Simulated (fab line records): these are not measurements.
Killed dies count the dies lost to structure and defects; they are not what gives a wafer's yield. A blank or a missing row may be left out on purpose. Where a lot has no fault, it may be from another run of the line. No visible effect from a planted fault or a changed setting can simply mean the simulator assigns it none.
What tool caused it? | flow sfqLine | 6 lots, 18 wafers sampled, at 3 steps of a route of 325

WHAT EACH GAUGE READ, for each wafer
SFQ_M3_RS_MEAS_919: a four-point-probe measurement.
lot  | measured     | on           | M3_NB_RS (ohm/sq)
L654 | day 44 03:50 | filmMetro-03 | 0.890 0.908 0.893
L663 | day 46 00:22 | filmMetro-03 | 0.894 0.878 0.899
L665 | day 46 03:57 | filmMetro-03 | 0.899 0.900 0.894
L668 | day 46 15:21 | filmMetro-01 | 0.907 0.892 0.889
L671 | day 47 13:44 | filmMetro-03 | 0.894 0.895 0.890
L673 | day 48 04:08 | filmMetro-03 | 0.901 0.891 0.875

WHAT TOOL EACH LOT RAN ON (gives the tool, then ch and the chambers of the sampled wafers, and finally the start)
lot  | SFQ_TRILAYER_I2_VIA_ETCH_VIA_ETCH_070 | SFQ_TRILAYER_I2_VIA_STRIP_STRIP_071
L654 | rieDiel-03 ch 0,1,2, day 44 02:49     | rieMetal-04 ch 0,1, day 44 02:56
L663 | rieDiel-01 ch 0,3, day 45 23:21       | rieMetal-01 ch 0,1, day 45 23:28
L665 | rieDiel-03 ch 0,1,2, day 46 02:57     | rieMetal-01 ch 0,1, day 46 03:04
L668 | rieDiel-03 ch 0,1,2, day 46 13:45     | rieMetal-04 ch 0, day 46 13:52
L671 | rieDiel-04 ch 1,3, day 47 12:44       | rieMetal-03 ch 0,1, day 47 12:50
L673 | rieDiel-04 ch 0,2,3, day 48 03:08     | rieMetal-01 ch 0,1, day 48 03:14
- SFQ_TRILAYER_I2_VIA_ETCH_VIA_ETCH_070: etches SiO2 in CHF3, stops on Nb, target depth 260 nm.
- SFQ_TRILAYER_I2_VIA_STRIP_STRIP_071: strips in O2.

THE ANSWER, worked out from the rows above alone
Rule: the usual values come from the lots themselves. The widest of any qualifying gaps counts: lots, ordered by their means at a reading, are off when they make up no more than a third of the lots, leave a main group of 4 or more, and stand apart from it by 3 or more times the standard deviation of that group's means. A main group is skipped when, at the precision printed for the reading in the tables above, its means are all equal. A lot without any number at a reading at which 4 lots or more have one is off too. Any other lot the step has rows for is counted as sound.
No lot is off at any reading shown: from this, nothing can be told.

WHAT HAD BEEN PUT IN BY THE SIMULATOR
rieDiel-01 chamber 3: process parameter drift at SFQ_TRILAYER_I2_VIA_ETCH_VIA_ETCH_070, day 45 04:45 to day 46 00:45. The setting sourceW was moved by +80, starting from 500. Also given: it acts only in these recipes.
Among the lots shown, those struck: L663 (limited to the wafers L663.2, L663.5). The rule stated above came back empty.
